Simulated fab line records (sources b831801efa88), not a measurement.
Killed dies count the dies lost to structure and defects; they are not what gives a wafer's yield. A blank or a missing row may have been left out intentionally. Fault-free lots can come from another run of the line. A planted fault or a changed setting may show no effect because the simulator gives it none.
fab line records	flow gf180mcu
record lots=15	wafers=45	last_day=34
route steps=602 shown STI@13 HV_LDD@185 PSD@259 CONTACT@290
lots with no fault: from the same line, run without faults
start_h: the number of hours between the record's first day and the start of the first shown wafer of the lot	wait_h: hours since the lot's step before	" repeats the value in the row above	L1.1+2: one row covering several wafers at once	- either no value or no given start	* or withheld: withheld	< > ~ a bound
route shown NAME@n: names a module that has steps shown in the file, with the first one's number in the route	usual: mean and standard deviation over wafers with no fault	same: alike in all rows	chamber/n: place in a boat	sites: readings site by site	_std_site: their standard deviation	_edge_site: mean of outer sites minus mean of inner sites	radius_mm: for every site, how far away it sits from the centre of the wafer	mask NAME#n: copy n	behind: the last tool/chamber to shape the wafer	hold: cause of the lot's hold/its duration in hours/its outcome	device: the n, p or np transistor that did not switch	end of line: at the end of the route, the tests of the same wafers	a step without rows: its recipe alone	killed: count of dies lost to structure and defects at first sort (not the wafer's yield)	map: a wafer's dies, marking killed ones x, the rest . and places with no die _
set.NAME: the run value of the setting; set.NAME@STEP: its run value at that earlier step	model.NAME: the simulator's own value behind a step, which no gauge read
route steps across a sampled set of lots; one table per step, one row per wafer
services: the hour from which a tool's chamber was out of use, counted from the record's first day as start_h (under 0 if before that day), plus the number of hours and why
## steps
# step GF_STI_CD_MEAS_12
# recipe target_cd_nm=220
# usual cd_nm=220.1/1.3
lot.wafer	tool	chamber	start_h	wait_h	cd_nm
L439.2	cd_sem-02	-	34.90	0.1	220.0
L439.5	"	-	"	"	219.3
L439.6	"	-	"	"	221.3
L440.2	cd_sem-01	-	41.35	0.1	219.6
L440.3	"	-	"	"	219.0
L440.5	"	-	"	"	219.5
L441.1	cd_sem-02	-	45.83	0.1	222.1
L441.5	"	-	"	"	220.8
L441.6	"	-	"	"	221.9
L442.3	cd_sem-01	-	51.31	0.1	221.0
L442.4	"	-	"	"	220.5
L442.6	"	-	"	"	219.9
L444.1	cd_sem-01	-	62.93	0.1	220.2
L444.2	"	-	"	"	221.7
L444.3	"	-	"	"	221.0
L445.4	cd_sem-02	-	66.88	0.1	221.6
L445.5	"	-	"	"	220.2
L445.6	"	-	"	"	220.2
L448.3	cd_sem-02	-	81.77	0.1	219.8
L448.4	"	-	"	"	219.1
L448.5	"	-	"	"	219.8
L450.1	cd_sem-01	-	93.17	0.1	219.4
L450.2	"	-	"	"	218.4
L450.3	"	-	"	"	218.7
L451.2	cd_sem-01	-	98.10	0.1	219.1
L451.3	"	-	"	"	217.2
L451.6	"	-	"	"	218.8
L452.1	cd_sem-02	-	104.83	0.1	219.8
L452.4	"	-	"	"	219.4
L452.5	"	-	"	"	221.0
L453.1	cd_sem-02	-	107.68	0.1	222.8
L453.5	"	-	"	"	223.0
L453.6	"	-	"	"	222.8
L456.4	cd_sem-02	-	123.38	0.1	221.3
L456.5	"	-	"	"	220.6
L456.6	"	-	"	"	221.3
L458.2	cd_sem-02	-	133.79	0.1	219.8
L458.3	"	-	"	"	220.6
L458.5	"	-	"	"	220.8
L459.2	cd_sem-01	-	139.85	0.1	220.0
L459.3	"	-	"	"	218.1
L459.6	"	-	"	"	219.3
L460.2	cd_sem-02	-	144.60	0.1	220.6
L460.3	"	-	"	"	219.1
L460.6	"	-	"	"	219.6
# step GF_HV_LDD_IMPLANT_09
# recipe species=As	energy_kev=40	dose_cm2=1e+14	tilt_deg=7
# usual beam_energy_keV=40.005/0.015	beam_on_s=10.01/0.2	end_station_pressure_torr=5.43e-06/2.8e-07
lot.wafer	tool	chamber	start_h	wait_h	beam_energy_keV	beam_on_s	end_station_pressure_torr
L439.2	implanter-01	0	231.96	0.0	40.029	9.58	5.27e-06
L439.5	"	0	"	"	40.021	10.10	5.42e-06
L439.6	"	0	"	"	40.014	10.01	5.28e-06
L440.2	implanter-02	0	242.41	0.0	39.966	9.91	5.06e-06
L440.3	"	0	"	"	39.970	10.23	5.55e-06
L440.5	"	0	"	"	39.974	10.11	4.94e-06
L441.1	implanter-03	0	247.59	0.0	40.042	10.13	5.04e-06
L441.5	"	0	"	"	40.033	9.90	5.33e-06
L441.6	"	0	"	"	40.027	10.20	5.46e-06
L442.3	implanter-03	0	259.98	0.1	39.988	9.94	5.69e-06
L442.4	"	0	"	"	40.015	10.15	5.24e-06
L442.6	"	0	"	"	39.997	9.93	5.17e-06
L444.1	implanter-03	0	280.27	0.0	40.014	9.95	5.1e-06
L444.2	"	0	"	"	40.016	9.99	5.31e-06
L444.3	"	0	"	"	40.012	9.87	5.31e-06
L445.4	implanter-01	0	286.71	0.1	40.020	10.32	5.52e-06
L445.5	"	0	"	"	40.028	10.13	5.11e-06
L445.6	"	0	"	"	40.014	10.17	5.77e-06
L448.3	implanter-01	0	297.32	0.1	39.997	10.01	5.4e-06
L448.4	"	0	"	"	39.992	9.33	5.77e-06
L448.5	"	0	"	"	39.996	9.74	5.26e-06
L450.1	implanter-03	-	318.29	0.0	-	-	-
L450.2	"	-	"	"	-	-	-
L450.3	"	-	"	"	-	-	-
L451.2	implanter-03	-	326.55	0.0	-	-	-
L451.3	"	-	"	"	-	-	-
L451.6	"	-	"	"	-	-	-
L452.1	implanter-01	-	331.74	0.0	-	-	-
L452.4	"	-	"	"	-	-	-
L452.5	"	-	"	"	-	-	-
L453.1	implanter-01	0	340.28	0.0	40.016	10.11	5.43e-06
L453.5	"	0	"	"	39.992	10.20	5.36e-06
L453.6	"	0	"	"	40.009	9.62	5.9e-06
L456.4	implanter-03	0	361.05	0.1	39.985	9.85	5.56e-06
L456.5	"	0	"	"	40.002	10.03	6.19e-06
L456.6	"	0	"	"	39.991	9.95	5.43e-06
L458.2	implanter-01	0	377.50	0.0	40.001	10.13	5.6e-06
L458.3	"	0	"	"	40.020	10.23	5.33e-06
L458.5	"	0	"	"	40.005	9.53	5.62e-06
L459.2	implanter-01	0	382.26	0.0	40.013	10.17	5.37e-06
L459.3	"	0	"	"	40.000	10.08	5.3e-06
L459.6	"	0	"	"	40.015	10.22	5.86e-06
L460.2	implanter-01	0	388.35	0.0	40.000	9.87	5.04e-06
L460.3	"	0	"	"	39.987	10.07	5.54e-06
L460.6	"	0	"	"	40.003	10.23	6.04e-06
# step GF_HV_LDD_TW_MEAS_11
# usual HV_LDD_TW=2417/10
lot.wafer	tool	chamber	start_h	wait_h	HV_LDD_TW
L439.2	film_metro-01	-	232.20	0.1	2393
L439.5	"	-	"	"	2397
L439.6	"	-	"	"	2409
L440.2	film_metro-01	-	242.64	0.1	2409
L440.3	"	-	"	"	2422
L440.5	"	-	"	"	2414
L441.1	film_metro-04	-	247.84	0.1	2420
L441.5	"	-	"	"	2421
L441.6	"	-	"	"	2416
L442.3	film_metro-01	-	260.20	0.1	2408
L442.4	"	-	"	"	2416
L442.6	"	-	"	"	2397
L444.1	film_metro-04	-	280.52	0.1	2418
L444.2	"	-	"	"	2419
L444.3	"	-	"	"	2416
L445.4	film_metro-04	-	286.91	0.1	2431
L445.5	"	-	"	"	2438
L445.6	"	-	"	"	2433
L448.3	film_metro-04	-	297.54	0.1	2417
L448.4	"	-	"	"	2423
L448.5	"	-	"	"	2423
L450.1	film_metro-04	-	318.54	0.1	30
L450.2	"	-	"	"	30
L450.3	"	-	"	"	30
L451.2	film_metro-04	-	326.78	0.1	30
L451.3	"	-	"	"	30
L451.6	"	-	"	"	30
L452.1	film_metro-01	-	331.99	0.1	30
L452.4	"	-	"	"	30
L452.5	"	-	"	"	30
L453.1	film_metro-03	-	340.53	0.1	2415
L453.5	"	-	"	"	2411
L453.6	"	-	"	"	2416
L456.4	film_metro-01	-	361.25	0.1	2410
L456.5	"	-	"	"	2398
L456.6	"	-	"	"	2412
L458.2	film_metro-04	-	377.73	0.1	2411
L458.3	"	-	"	"	2415
L458.5	"	-	"	"	2420
L459.2	film_metro-01	-	382.50	0.1	2410
L459.3	"	-	"	"	2412
L459.6	"	-	"	"	2398
L460.2	film_metro-03	-	388.58	0.1	2444
L460.3	"	-	"	"	2437
L460.6	"	-	"	"	2441
# step GF_HV_LDD_RS_MEAS_53
# recipe thk_meas_gauge=four-point-probe
# usual HV_LDD_RS=418.3/0.94
lot.wafer	tool	chamber	start_h	wait_h	HV_LDD_RS[ohm/sq]
L439.2	film_metro-04	-	291.63	0.1	419.1
L439.5	"	-	"	"	418.7
L439.6	"	-	"	"	419.3
L440.2	film_metro-04	-	302.57	0.1	418.8
L440.3	"	-	"	"	418.2
L440.5	"	-	"	"	418.1
L441.1	film_metro-01	-	308.00	0.1	418.9
L441.5	"	-	"	"	419.9
L441.6	"	-	"	"	419.6
L442.3	film_metro-01	-	321.04	0.1	418.2
L442.4	"	-	"	"	419.5
L442.6	"	-	"	"	418.7
L444.1	film_metro-01	-	343.96	0.1	417.3
L444.2	"	-	"	"	418.1
L444.3	"	-	"	"	417.6
L445.4	film_metro-03	-	350.58	0.1	417.9
L445.5	"	-	"	"	417.9
L445.6	"	-	"	"	417.3
L448.3	film_metro-01	-	362.71	0.1	417.9
L448.4	"	-	"	"	417.5
L448.5	"	-	"	"	418.5
L450.1	film_metro-04	-	385.70	0.1	882.0
L450.2	"	-	"	"	882.6
L450.3	"	-	"	"	881.9
L451.2	film_metro-01	-	394.94	0.1	880.0
L451.3	"	-	"	"	881.9
L451.6	"	-	"	"	881.3
L452.1	film_metro-01	-	401.16	0.1	878.5
L452.4	"	-	"	"	878.3
L452.5	"	-	"	"	880.9
L453.1	film_metro-04	-	410.85	0.1	418.4
L453.5	"	-	"	"	418.3
L453.6	"	-	"	"	418.0
L456.4	film_metro-04	-	433.37	0.1	420.5
L456.5	"	-	"	"	419.2
L456.6	"	-	"	"	418.3
L458.2	film_metro-04	-	453.83	0.1	418.1
L458.3	"	-	"	"	417.9
L458.5	"	-	"	"	418.5
L459.2	film_metro-03	-	457.27	0.1	420.0
L459.3	"	-	"	"	419.5
L459.6	"	-	"	"	420.3
L460.2	film_metro-03	-	463.63	0.1	417.3
L460.3	"	-	"	"	417.7
L460.6	"	-	"	"	416.3
# step GF_PSD_TW_MEAS_11
# usual PSD_TW=3181/19
lot.wafer	tool	chamber	start_h	wait_h	PSD_TW
L439.2	film_metro-02	-	337.70	0.1	3145
L439.5	"	-	"	"	3161
L439.6	"	-	"	"	3173
L440.2	film_metro-03	-	348.70	0.1	3199
L440.3	"	-	"	"	3183
L440.5	"	-	"	"	3169
L441.1	film_metro-03	-	354.63	0.1	3205
L441.5	"	-	"	"	3187
L441.6	"	-	"	"	3185
L442.3	film_metro-03	-	369.00	0.1	3167
L442.4	"	-	"	"	3175
L442.6	"	-	"	"	3179
L444.1	film_metro-04	-	392.74	0.1	3187
L444.2	"	-	"	"	3197
L444.3	"	-	"	"	3181
L445.4	film_metro-03	-	400.11	0.1	3219
L445.5	"	-	"	"	3213
L445.6	"	-	"	"	3217
L448.3	film_metro-04	-	415.00	0.1	3193
L448.4	"	-	"	"	3186
L448.5	"	-	"	"	3176
L453.1	film_metro-03	-	463.73	0.1	3202
L453.5	"	-	"	"	3225
L453.6	"	-	"	"	3203
L456.4	film_metro-02	-	487.51	0.1	3154
L456.5	"	-	"	"	3161
L456.6	"	-	"	"	3179
L458.2	film_metro-02	-	507.69	0.1	3183
L458.3	"	-	"	"	3180
L458.5	"	-	"	"	3163
L459.2	film_metro-03	-	509.39	0.1	3207
L459.3	"	-	"	"	3218
L459.6	"	-	"	"	3203
L460.2	film_metro-02	-	514.94	0.1	3173
L460.3	"	-	"	"	3167
L460.6	"	-	"	"	3167
# step GF_CONTACT_THK_MEAS_03
# recipe reads=SiO2_of_CONTACT_CVD_02
# usual CONTACT_CVD_02_THK=860/13
lot.wafer	tool	chamber	start_h	wait_h	CONTACT_CVD_02_THK[nm]
L439.2	film_metro-03	-	361.46	0.0	864
L439.5	"	-	"	"	841
L439.6	"	-	"	"	861
L440.2	film_metro-03	-	373.22	0.0	852
L440.3	"	-	"	"	857
L440.5	"	-	"	"	857
L441.1	film_metro-03	-	378.69	0.0	842
L441.5	"	-	"	"	852
L441.6	"	-	"	"	857
L442.3	film_metro-04	-	393.45	0.1	863
L442.4	"	-	"	"	864
L442.6	"	-	"	"	880
L444.1	film_metro-03	-	418.58	0.0	855
L444.2	"	-	"	"	856
L444.3	"	-	"	"	853
L445.4	film_metro-01	-	426.21	0.0	864
L445.5	"	-	"	"	875
L445.6	"	-	"	"	862
L448.3	film_metro-04	-	441.04	0.1	856
L448.4	"	-	"	"	873
L448.5	"	-	"	"	858
L453.1	film_metro-01	-	488.92	0.0	847
L453.5	"	-	"	"	866
L453.6	"	-	"	"	869
L456.4	film_metro-03	-	512.61	0.0	889
L456.5	"	-	"	"	882
L456.6	"	-	"	"	863
L458.2	film_metro-04	-	532.87	0.0	890
L458.3	"	-	"	"	853
L458.5	"	-	"	"	886
L459.2	film_metro-04	-	534.42	0.0	860
L459.3	"	-	"	"	855
L459.6	"	-	"	"	874
L460.2	film_metro-01	-	540.42	0.0	863
L460.3	"	-	"	"	864
L460.6	"	-	"	"	886
## services
tool	chamber	start_h	hours	kind
implanter-01	-	251.67	2.2	repair
implanter-03	-	260.11	16.5	repair
implanter-03	-	264.53	3.4	repair
implanter-01	-	266.80	10.2	pm
implanter-03	-	310.60	1.1	repair
implanter-02	-	317.76	86.2	pm
## key
first_sign step=GF_HV_LDD_IMPLANT_09	reading=tool_record	direction=missing
effect step=GF_HV_LDD_TW_MEAS_11	reading=HV_LDD_TW	direction=down	sigmas=99+	usual=2417	struck=30
effect step=GF_HV_LDD_RS_MEAS_53	reading=HV_LDD_RS	direction=up	sigmas=99+	usual=418.3	struck=880.8
met_at GF_HV_LDD_IMPLANT_09
struck_lots L450,L451,L452
later_rows_left_out L450.1,L450.2,L450.3,L451.2,L451.3,L451.6,L452.1,L452.4,L452.5
sort_left_out L450.1,L450.2,L450.3,L451.2,L451.3,L451.6,L452.1,L452.4,L452.5
tester_left_out L450,L451,L452
not_acting_at GF_STI_CD_MEAS_12,GF_PSD_TW_MEAS_11,GF_CONTACT_THK_MEAS_03
onset_between 297.32 318.29
fault kind=skipped_step_whole	tool=implanter-01,implanter-03	chamber=-	onset_h=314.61	steps=GF_HV_LDD_IMPLANT_09	scope=struck_lots_only
# tester_left_out: of these lots the tester's yield and bins aren't shown, on N5 and GAA mostly nor the transistor test; their killed dies are dies lost to structure and defects alone, not to doping, threshold or leakage, so they don't give the yield
# sort_left_out: the simulated sort isn't trusted on such a fault, so these wafers' sort isn't shown, and their yield isn't known
# later_rows_left_out: the simulator's readings of these wafers behind a module that went badly wrong aren't trusted and aren't shown, but for the sort
